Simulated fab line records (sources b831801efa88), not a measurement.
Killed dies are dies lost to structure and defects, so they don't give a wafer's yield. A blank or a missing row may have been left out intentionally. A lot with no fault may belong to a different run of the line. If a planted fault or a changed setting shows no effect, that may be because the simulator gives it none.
fab line records / flow sky130 / part 2 of 2: steps 30 to 40 of 40
record: lots: 5 wafers: 15 lastDay: 50
route steps=708 shown CAP2M@605 METAL4@621 VIA4@639
lots that met no fault: from a run of the same line without faults
startH: hours from the record's opening day to when the first of the lot's shown wafers began / waitH: hours since the lot's step before / " unchanged from the row above / L1.1+2: a single row standing in for several wafers / - value missing, or start not given / * or withheld: withheld / < > ~ a bound
route shown NAME@n: NAME is a module with steps in the file, n the number in the route of the first one / usual: mean and standard deviation over wafers with no fault / same: alike in all rows / chamber/n: place in a boat / sites: per-site readings / _std_site: the standard deviation of these / _edge_site: outer sites' mean less inner sites' / radiusMm: for every site, how far away it sits from the centre of the wafer / mask NAME#n: copy n / behind: tool/chamber where the wafer was last shaped / hold: why the lot was held/for how many hours/how that ended / device: names the non-switching transistor (n, p or np) / end of line: the route-end tests of the same wafers / a step without rows: its recipe alone / killed: count of dies lost to structure and defects at first sort (not the wafer's yield) / map: a wafer's dies, marking killed ones x, the rest . and places with no die _
set.NAME: the run value of the setting; set.NAME@STEP: its run value at that earlier step / model.NAME: the simulator's own value behind a step, which no gauge read
lots at some steps of the route; a table a step, a row a wafer
services: from which hour (startH, from the record's first day; less than 0 if before it) a tool's chamber was out of use, for how many hours, and why
== steps ==
step: SKY_METAL4_METAL_ETCH_18
recipe: targetDepthA: 8450 stopOn: SiO2 overEtchFrac: 0.3 timeS: 183.1 chemistry: Cl2/BCl3 resistSidewallDeg: 88 pressureMtorr: 10 icpW: 900 biasW: 48.5 Cl2_flow_sccm: 60 bcl3FlowSccm: 30
usual: drypumpMotorCurrentA: 5.8/0.53 oesProductAu: 0.867/0.0058 throttleValvePct: 22.264/0.0093
lot.wafer=L085.3 tool=rieMetal-03 chamber=0 startH=1062.13 waitH=0.1 drypumpMotorCurrentA=5.8 oesProductAu=0.875 rfHoursCounterH=- throttleValvePct=22.259
lot.wafer=L085.4 tool=rieMetal-03 chamber=1 startH=1062.13 waitH=0.1 drypumpMotorCurrentA=5.5 oesProductAu=0.866 rfHoursCounterH=- throttleValvePct=22.268
lot.wafer=L085.5 tool=rieMetal-03 chamber=0 startH=1062.13 waitH=0.1 drypumpMotorCurrentA=5.7 oesProductAu=0.873 rfHoursCounterH=- throttleValvePct=22.265
lot.wafer=L093.1 tool=rieMetal-03 chamber=1 startH=1107.16 waitH=0.0 drypumpMotorCurrentA=5.5 oesProductAu=0.863 rfHoursCounterH=15 throttleValvePct=22.252
lot.wafer=L093.4 tool=rieMetal-03 chamber=0 startH=1107.16 waitH=0.0 drypumpMotorCurrentA=5.8 oesProductAu=0.875 rfHoursCounterH=- throttleValvePct=22.250
lot.wafer=L093.6 tool=rieMetal-03 chamber=1 startH=1107.16 waitH=0.0 drypumpMotorCurrentA=5.5 oesProductAu=0.863 rfHoursCounterH=- throttleValvePct=22.269
lot.wafer=L096.3 tool=rieMetal-01 chamber=0 startH=1120.56 waitH=0.1 drypumpMotorCurrentA=5.1 oesProductAu=0.875 rfHoursCounterH=- throttleValvePct=22.265
lot.wafer=L096.4 tool=rieMetal-01 chamber=1 startH=1120.56 waitH=0.1 drypumpMotorCurrentA=6.3 oesProductAu=0.873 rfHoursCounterH=- throttleValvePct=22.268
lot.wafer=L096.6 tool=rieMetal-01 chamber=0 startH=1120.56 waitH=0.1 drypumpMotorCurrentA=5.1 oesProductAu=0.862 rfHoursCounterH=- throttleValvePct=22.252
lot.wafer=L095.2 tool=rieMetal-02 chamber=0 startH=1122.50 waitH=0.0 drypumpMotorCurrentA=5.4 oesProductAu=0.860 rfHoursCounterH=17 throttleValvePct=22.279
lot.wafer=L095.3 tool=rieMetal-02 chamber=0 startH=1122.50 waitH=0.0 drypumpMotorCurrentA=5.4 oesProductAu=0.870 rfHoursCounterH=- throttleValvePct=22.269
lot.wafer=L095.5 tool=rieMetal-02 chamber=1 startH=1122.50 waitH=0.0 drypumpMotorCurrentA=6.5 oesProductAu=0.868 rfHoursCounterH=- throttleValvePct=22.259
lot.wafer=L097.3 tool=rieMetal-01 chamber=1 startH=1128.18 waitH=0.1 drypumpMotorCurrentA=6.2 oesProductAu=0.864 rfHoursCounterH=- throttleValvePct=22.288
lot.wafer=L097.5 tool=rieMetal-01 chamber=0 startH=1128.18 waitH=0.1 drypumpMotorCurrentA=5.1 oesProductAu=0.861 rfHoursCounterH=- throttleValvePct=22.272
lot.wafer=L097.6 tool=rieMetal-01 chamber=1 startH=1128.18 waitH=0.1 drypumpMotorCurrentA=6.2 oesProductAu=0.853 rfHoursCounterH=- throttleValvePct=22.268
step: SKY_METAL4_STRIP_19
recipe: chemistry: O2/N2 powerW: 1400 pressureMtorr: 1500 platenTempC: withheld o2FlowSccm: 3000 n2FlowSccm: 300 overashFraction: 0.5
usual: drypumpMotorCurrentA: 5.6/0.46 n2FlowSccm: 300.1/0.83 oesProductAu: 0.505/0.0067 stripTimeToEndpointS: 6.60/0.12
lot.wafer=L085.3 tool=plasmaAsher-04 chamber=0 startH=1062.29 waitH=0.1 drypumpMotorCurrentA=6.3 n2FlowSccm=300.2 oesProductAu=0.498 rfHoursCounterH=- stripTimeToEndpointS=6.41
lot.wafer=L085.4 tool=plasmaAsher-04 chamber=1 startH=1062.29 waitH=0.1 drypumpMotorCurrentA=4.8 n2FlowSccm=299.0 oesProductAu=0.496 rfHoursCounterH=- stripTimeToEndpointS=6.50
lot.wafer=L085.5 tool=plasmaAsher-04 chamber=1 startH=1062.29 waitH=0.1 drypumpMotorCurrentA=4.8 n2FlowSccm=300.1 oesProductAu=0.503 rfHoursCounterH=- stripTimeToEndpointS=6.51
lot.wafer=L093.1 tool=plasmaAsher-01 chamber=1 startH=1107.34 waitH=0.1 drypumpMotorCurrentA=5.6 n2FlowSccm=300.9 oesProductAu=0.504 rfHoursCounterH=99 stripTimeToEndpointS=6.69
lot.wafer=L093.4 tool=plasmaAsher-01 chamber=1 startH=1107.34 waitH=0.1 drypumpMotorCurrentA=5.6 n2FlowSccm=300.7 oesProductAu=0.500 rfHoursCounterH=- stripTimeToEndpointS=6.48
lot.wafer=L093.6 tool=plasmaAsher-01 chamber=0 startH=1107.34 waitH=0.1 drypumpMotorCurrentA=5.8 n2FlowSccm=298.8 oesProductAu=0.513 rfHoursCounterH=- stripTimeToEndpointS=6.67
lot.wafer=L096.3 tool=plasmaAsher-01 chamber=1 startH=1120.71 waitH=0.1 drypumpMotorCurrentA=5.7 n2FlowSccm=297.8 oesProductAu=0.511 rfHoursCounterH=- stripTimeToEndpointS=6.74
lot.wafer=L096.4 tool=plasmaAsher-01 chamber=0 startH=1120.71 waitH=0.1 drypumpMotorCurrentA=5.8 n2FlowSccm=300.3 oesProductAu=0.511 rfHoursCounterH=- stripTimeToEndpointS=6.79
lot.wafer=L096.6 tool=plasmaAsher-01 chamber=1 startH=1120.71 waitH=0.1 drypumpMotorCurrentA=5.6 n2FlowSccm=298.5 oesProductAu=0.509 rfHoursCounterH=- stripTimeToEndpointS=6.70
lot.wafer=L095.2 tool=plasmaAsher-04 chamber=1 startH=1122.68 waitH=0.1 drypumpMotorCurrentA=4.8 n2FlowSccm=300.2 oesProductAu=0.511 rfHoursCounterH=73 stripTimeToEndpointS=6.78
lot.wafer=L095.3 tool=plasmaAsher-04 chamber=0 startH=1122.68 waitH=0.1 drypumpMotorCurrentA=6.4 n2FlowSccm=301.0 oesProductAu=0.515 rfHoursCounterH=- stripTimeToEndpointS=6.70
lot.wafer=L095.5 tool=plasmaAsher-04 chamber=1 startH=1122.68 waitH=0.1 drypumpMotorCurrentA=4.9 n2FlowSccm=300.0 oesProductAu=0.498 rfHoursCounterH=- stripTimeToEndpointS=6.51
lot.wafer=L097.3 tool=plasmaAsher-04 chamber=1 startH=1128.34 waitH=0.1 drypumpMotorCurrentA=4.9 n2FlowSccm=301.0 oesProductAu=0.524 rfHoursCounterH=- stripTimeToEndpointS=6.77
lot.wafer=L097.5 tool=plasmaAsher-04 chamber=1 startH=1128.34 waitH=0.1 drypumpMotorCurrentA=4.8 n2FlowSccm=302.0 oesProductAu=0.507 rfHoursCounterH=- stripTimeToEndpointS=6.62
lot.wafer=L097.6 tool=plasmaAsher-04 chamber=0 startH=1128.34 waitH=0.1 drypumpMotorCurrentA=6.4 n2FlowSccm=298.8 oesProductAu=0.508 rfHoursCounterH=- stripTimeToEndpointS=6.73
step: SKY_METAL4_STRIP_20
recipe: chemistry: postEtchResidueRemover timeS: 1200 tempC: 72.5
lot.wafer=L085.3+4+5 tool=wetBench-04 chamber=2 startH=1062.35 waitH=0.0
lot.wafer=L093.1+4+6 tool=wetBench-04 chamber=2 startH=1107.44 waitH=0.1
lot.wafer=L096.3+4+6 tool=wetBench-04 chamber=3 startH=1120.78 waitH=0.0
lot.wafer=L095.2+3+5 tool=wetBench-04 chamber=2 startH=1122.78 waitH=0.1
lot.wafer=L097.3+5+6 tool=wetBench-02 chamber=1 startH=1128.40 waitH=0.0
step: SKY_METAL4_CLEAN_21
recipe: chemistry: IPA timeS: 180 tempC: 25
lot.wafer=L085.3+4+5 tool=wetBench-02 chamber=3 startH=1062.69 waitH=0.0
lot.wafer=L093.1+4+6 tool=wetBench-04 chamber=2 startH=1107.81 waitH=0.0
lot.wafer=L096.3+4+6 tool=wetBench-02 chamber=2 startH=1121.12 waitH=0.0
lot.wafer=L095.2+3+5 tool=wetBench-02 chamber=0 startH=1123.12 waitH=0.0
lot.wafer=L097.3+5+6 tool=wetBench-03 chamber=2 startH=1128.74 waitH=0.0
step: SKY_METAL4_CLEAN_22
recipe: chemistry: O3/DIW dry: n2Spin
lot.wafer=L085.3+4+5 tool=wetBench-03 chamber=1 startH=1062.81 waitH=0.0
lot.wafer=L093.1+4+6 tool=wetBench-03 chamber=2 startH=1107.92 waitH=0.0
lot.wafer=L096.3+4+6 tool=wetBench-04 chamber=2 startH=1121.18 waitH=0.0
lot.wafer=L095.2+3+5 tool=wetBench-03 chamber=0 startH=1123.18 waitH=0.0
lot.wafer=L097.3+5+6 tool=wetBench-03 chamber=3 startH=1128.80 waitH=0.0
step: SKY_VIA4_HDPCVD_00
recipe: material: SiO2 targetThkNm: 1750 sigmaOpenFrac: 0.3 timeS: 291.7 tempC: 400 sih4FlowSccm: 60 pressureMtorr: 6
usual: susceptorTempC: 400.02/0.21
lot.wafer=L085.3 tool=hdpcvd-02 chamber=2 startH=1062.90 waitH=0.0 susceptorTempC=400.09
lot.wafer=L085.4 tool=hdpcvd-02 chamber=0 startH=1062.90 waitH=0.0 susceptorTempC=400.03
lot.wafer=L085.5 tool=hdpcvd-02 chamber=2 startH=1062.90 waitH=0.0 susceptorTempC=400.33
lot.wafer=L093.1 tool=hdpcvd-02 chamber=1 startH=1108.02 waitH=0.0 susceptorTempC=399.65
lot.wafer=L093.4 tool=hdpcvd-02 chamber=2 startH=1108.02 waitH=0.0 susceptorTempC=400.04
lot.wafer=L093.6 tool=hdpcvd-02 chamber=0 startH=1108.02 waitH=0.0 susceptorTempC=399.82
lot.wafer=L096.3 tool=hdpcvd-02 chamber=0 startH=1121.27 waitH=0.0 susceptorTempC=400.02
lot.wafer=L096.4 tool=hdpcvd-02 chamber=1 startH=1121.27 waitH=0.0 susceptorTempC=400.37
lot.wafer=L096.6 tool=hdpcvd-02 chamber=0 startH=1121.27 waitH=0.0 susceptorTempC=399.88
lot.wafer=L095.2 tool=hdpcvd-02 chamber=1 startH=1123.27 waitH=0.0 susceptorTempC=400.24
lot.wafer=L095.3 tool=hdpcvd-02 chamber=0 startH=1123.27 waitH=0.0 susceptorTempC=400.16
lot.wafer=L095.5 tool=hdpcvd-02 chamber=0 startH=1123.27 waitH=0.0 susceptorTempC=399.97
lot.wafer=L097.3 tool=hdpcvd-01 chamber=0 startH=1128.89 waitH=0.0 susceptorTempC=399.86
lot.wafer=L097.5 tool=hdpcvd-01 chamber=1 startH=1128.89 waitH=0.0 susceptorTempC=400.20
lot.wafer=L097.6 tool=hdpcvd-01 chamber=0 startH=1128.89 waitH=0.0 susceptorTempC=400.27
step: SKY_VIA4_THK_MEAS_01
recipe: reads: SiO2_of_VIA4_HDPCVD_00
usual: VIA4_HDPCVD_THK: 1746/23
lot.wafer=L085.3 tool=filmMetro-02 chamber=- startH=1063.10 waitH=0.1 VIA4_HDPCVD_THK[nm]=1729
lot.wafer=L085.4 tool=filmMetro-02 chamber=- startH=1063.10 waitH=0.1 VIA4_HDPCVD_THK[nm]=1726
lot.wafer=L085.5 tool=filmMetro-02 chamber=- startH=1063.10 waitH=0.1 VIA4_HDPCVD_THK[nm]=1737
lot.wafer=L093.1 tool=filmMetro-03 chamber=- startH=1108.20 waitH=0.1 VIA4_HDPCVD_THK[nm]=1731
lot.wafer=L093.4 tool=filmMetro-03 chamber=- startH=1108.20 waitH=0.1 VIA4_HDPCVD_THK[nm]=1730
lot.wafer=L093.6 tool=filmMetro-03 chamber=- startH=1108.20 waitH=0.1 VIA4_HDPCVD_THK[nm]=1747
lot.wafer=L096.3 tool=filmMetro-04 chamber=- startH=1121.47 waitH=0.1 VIA4_HDPCVD_THK[nm]=1742
lot.wafer=L096.4 tool=filmMetro-04 chamber=- startH=1121.47 waitH=0.1 VIA4_HDPCVD_THK[nm]=1736
lot.wafer=L096.6 tool=filmMetro-04 chamber=- startH=1121.47 waitH=0.1 VIA4_HDPCVD_THK[nm]=1744
lot.wafer=L095.2 tool=filmMetro-02 chamber=- startH=1123.46 waitH=0.1 VIA4_HDPCVD_THK[nm]=1736
lot.wafer=L095.3 tool=filmMetro-02 chamber=- startH=1123.46 waitH=0.1 VIA4_HDPCVD_THK[nm]=1744
lot.wafer=L095.5 tool=filmMetro-02 chamber=- startH=1123.46 waitH=0.1 VIA4_HDPCVD_THK[nm]=1721
lot.wafer=L097.3 tool=filmMetro-02 chamber=- startH=1129.09 waitH=0.1 VIA4_HDPCVD_THK[nm]=1741
lot.wafer=L097.5 tool=filmMetro-02 chamber=- startH=1129.09 waitH=0.1 VIA4_HDPCVD_THK[nm]=1773
lot.wafer=L097.6 tool=filmMetro-02 chamber=- startH=1129.09 waitH=0.1 VIA4_HDPCVD_THK[nm]=1737
step: SKY_VIA4_CMP_02
recipe: material: SiO2 downForcePsi: 4 platenRpm: 60 padVelocityMS: 0.94248
usual: motorCurrentA: 12.3/0.61
lot.wafer=L085.3 tool=cmp-02 chamber=1 startH=1063.19 waitH=0.1 motorCurrentA=11.8
lot.wafer=L085.4 tool=cmp-02 chamber=2 startH=1063.19 waitH=0.1 motorCurrentA=12.7
lot.wafer=L085.5 tool=cmp-02 chamber=1 startH=1063.19 waitH=0.1 motorCurrentA=11.5
lot.wafer=L093.1 tool=cmp-02 chamber=3 startH=1108.32 waitH=0.1 motorCurrentA=13.1
lot.wafer=L093.4 tool=cmp-02 chamber=0 startH=1108.32 waitH=0.1 motorCurrentA=12.7
lot.wafer=L093.6 tool=cmp-02 chamber=2 startH=1108.32 waitH=0.1 motorCurrentA=12.7
lot.wafer=L096.4 tool=cmp-02 chamber=2 startH=1121.62 waitH=0.1 motorCurrentA=13.0
lot.wafer=L096.3 tool=cmp-02 chamber=3 startH=1121.62 waitH=0.1 motorCurrentA=12.9
lot.wafer=L096.6 tool=cmp-02 chamber=2 startH=1121.62 waitH=0.1 motorCurrentA=13.1
lot.wafer=L095.2 tool=cmp-01 chamber=3 startH=1123.61 waitH=0.1 motorCurrentA=13.1
lot.wafer=L095.3 tool=cmp-01 chamber=0 startH=1123.61 waitH=0.1 motorCurrentA=11.7
lot.wafer=L095.5 tool=cmp-01 chamber=1 startH=1123.61 waitH=0.1 motorCurrentA=11.9
lot.wafer=L097.3 tool=cmp-01 chamber=2 startH=1129.23 waitH=0.1 motorCurrentA=11.6
lot.wafer=L097.5 tool=cmp-01 chamber=0 startH=1129.23 waitH=0.1 motorCurrentA=11.3
lot.wafer=L097.6 tool=cmp-01 chamber=1 startH=1129.23 waitH=0.1 motorCurrentA=11.6
step: SKY_VIA4_BOW_MEAS_03
recipe: mode: bow
usual: VIA4_BOW: 81/8.1
lot.wafer=L085.3 tool=filmMetro-04 chamber=- startH=1063.48 waitH=0.2 VIA4_BOW[um]=94
lot.wafer=L085.4 tool=filmMetro-04 chamber=- startH=1063.48 waitH=0.2 VIA4_BOW[um]=86
lot.wafer=L085.5 tool=filmMetro-04 chamber=- startH=1063.48 waitH=0.2 VIA4_BOW[um]=86
lot.wafer=L093.1 tool=filmMetro-04 chamber=- startH=1108.57 waitH=0.2 VIA4_BOW[um]=80
lot.wafer=L093.4 tool=filmMetro-04 chamber=- startH=1108.57 waitH=0.2 VIA4_BOW[um]=78
lot.wafer=L093.6 tool=filmMetro-04 chamber=- startH=1108.57 waitH=0.2 VIA4_BOW[um]=91
lot.wafer=L096.3 tool=filmMetro-02 chamber=- startH=1121.91 waitH=0.2 VIA4_BOW[um]=76
lot.wafer=L096.4 tool=filmMetro-02 chamber=- startH=1121.91 waitH=0.2 VIA4_BOW[um]=93
lot.wafer=L096.6 tool=filmMetro-02 chamber=- startH=1121.91 waitH=0.2 VIA4_BOW[um]=80
lot.wafer=L095.2 tool=filmMetro-02 chamber=- startH=1123.83 waitH=0.2 VIA4_BOW[um]=81
lot.wafer=L095.3 tool=filmMetro-02 chamber=- startH=1123.83 waitH=0.2 VIA4_BOW[um]=81
lot.wafer=L095.5 tool=filmMetro-02 chamber=- startH=1123.83 waitH=0.2 VIA4_BOW[um]=67
lot.wafer=L097.3 tool=filmMetro-04 chamber=- startH=1129.47 waitH=0.2 VIA4_BOW[um]=82
lot.wafer=L097.5 tool=filmMetro-04 chamber=- startH=1129.47 waitH=0.2 VIA4_BOW[um]=77
lot.wafer=L097.6 tool=filmMetro-04 chamber=- startH=1129.47 waitH=0.2 VIA4_BOW[um]=92
step: SKY_VIA4_DEHYDRATE_04
recipe: tempC: 200 timeS: 60
usual: heaterPowerTotalW: 160.39/0.13
lot.wafer=L085.3 tool=lithoTrack-04 chamber=0 startH=1073.55 waitH=10.1 heaterPowerTotalW=160.35
lot.wafer=L085.4 tool=lithoTrack-04 chamber=0 startH=1073.55 waitH=10.1 heaterPowerTotalW=160.23
lot.wafer=L085.5 tool=lithoTrack-04 chamber=0 startH=1073.55 waitH=10.1 heaterPowerTotalW=160.61
lot.wafer=L093.1 tool=lithoTrack-01 chamber=0 startH=1118.39 waitH=9.8 heaterPowerTotalW=160.37
lot.wafer=L093.4 tool=lithoTrack-01 chamber=0 startH=1118.39 waitH=9.8 heaterPowerTotalW=160.58
lot.wafer=L093.6 tool=lithoTrack-01 chamber=0 startH=1118.39 waitH=9.8 heaterPowerTotalW=160.52
lot.wafer=L096.3 tool=lithoTrack-04 chamber=0 startH=1130.40 waitH=8.5 heaterPowerTotalW=160.67
lot.wafer=L096.4 tool=lithoTrack-04 chamber=0 startH=1130.40 waitH=8.5 heaterPowerTotalW=160.23
lot.wafer=L096.6 tool=lithoTrack-04 chamber=0 startH=1130.40 waitH=8.5 heaterPowerTotalW=160.59
lot.wafer=L095.2 tool=lithoTrack-04 chamber=0 startH=1132.68 waitH=8.8 heaterPowerTotalW=160.47
lot.wafer=L095.3 tool=lithoTrack-04 chamber=0 startH=1132.68 waitH=8.8 heaterPowerTotalW=160.47
lot.wafer=L095.5 tool=lithoTrack-04 chamber=0 startH=1132.68 waitH=8.8 heaterPowerTotalW=160.42
lot.wafer=L097.3 tool=lithoTrack-04 chamber=0 startH=1138.15 waitH=8.7 heaterPowerTotalW=160.18
lot.wafer=L097.5 tool=lithoTrack-04 chamber=0 startH=1138.15 waitH=8.7 heaterPowerTotalW=160.56
lot.wafer=L097.6 tool=lithoTrack-04 chamber=0 startH=1138.15 waitH=8.7 heaterPowerTotalW=160.31
step: SKY_VIA4_HMDS_05
recipe: primeTimeS: 60 primeTempC: 120
lot.wafer=L085.3+4+5 tool=lithoTrack-04 chamber=0 startH=1073.70 waitH=0.1
lot.wafer=L093.1+4+6 tool=lithoTrack-01 chamber=0 startH=1118.54 waitH=0.1
lot.wafer=L096.3+4+6 tool=lithoTrack-04 chamber=0 startH=1130.55 waitH=0.1
lot.wafer=L095.2+3+5 tool=lithoTrack-04 chamber=0 startH=1132.83 waitH=0.1
lot.wafer=L097.3+5+6 tool=lithoTrack-04 chamber=0 startH=1138.30 waitH=0.1
== services ==
tool=krfScanner-02 chamber=- startH=1001.43 hours=0.8 kind=pm
tool=rieMetal-01 chamber=- startH=1003.06 hours=2.8 kind=pm
tool=ilineStepper-01 chamber=- startH=1013.47 hours=1.7 kind=pm
tool=plasmaAsher-02 chamber=- startH=1016.98 hours=9.5 kind=repair
tool=rieMetal-01 chamber=0 startH=1017.56 hours=19.1 kind=repair
tool=rieDiel-01 chamber=- startH=1021.75 hours=2.8 kind=pm
tool=cmp-02 chamber=- startH=1026.24 hours=4.2 kind=pm
tool=pvdSputter-01 chamber=- startH=1031.02 hours=10.1 kind=repair
tool=ilineStepper-02 chamber=- startH=1033.04 hours=2.1 kind=pm
tool=hdpcvd-02 chamber=0 startH=1033.62 hours=7.9 kind=repair
tool=wetBench-02 chamber=- startH=1039.69 hours=1.9 kind=pm
tool=rieDiel-01 chamber=2 startH=1049.82 hours=7.2 kind=repair
tool=krfScanner-02 chamber=- startH=1050.91 hours=1.0 kind=pm
tool=cmp-02 chamber=- startH=1064.03 hours=4.5 kind=pm
tool=krfScanner-01 chamber=- startH=1069.58 hours=0.8 kind=pm
tool=pvdSputter-04 chamber=- startH=1070.35 hours=13.2 kind=repair
tool=plasmaAsher-02 chamber=- startH=1077.56 hours=1.5 kind=repair
tool=krfScanner-01 chamber=- startH=1082.07 hours=1.0 kind=pm
tool=ilineStepper-02 chamber=- startH=1088.54 hours=1.7 kind=pm
tool=pvdSputter-01 chamber=- startH=1091.68 hours=1.6 kind=repair
tool=cmp-02 chamber=- startH=1094.83 hours=0.7 kind=repair
tool=plasmaAsher-04 chamber=- startH=1098.30 hours=3.9 kind=repair
tool=krfScanner-01 chamber=- startH=1118.04 hours=3.6 kind=pm
tool=rieDiel-01 chamber=0 startH=1119.67 hours=5.4 kind=repair
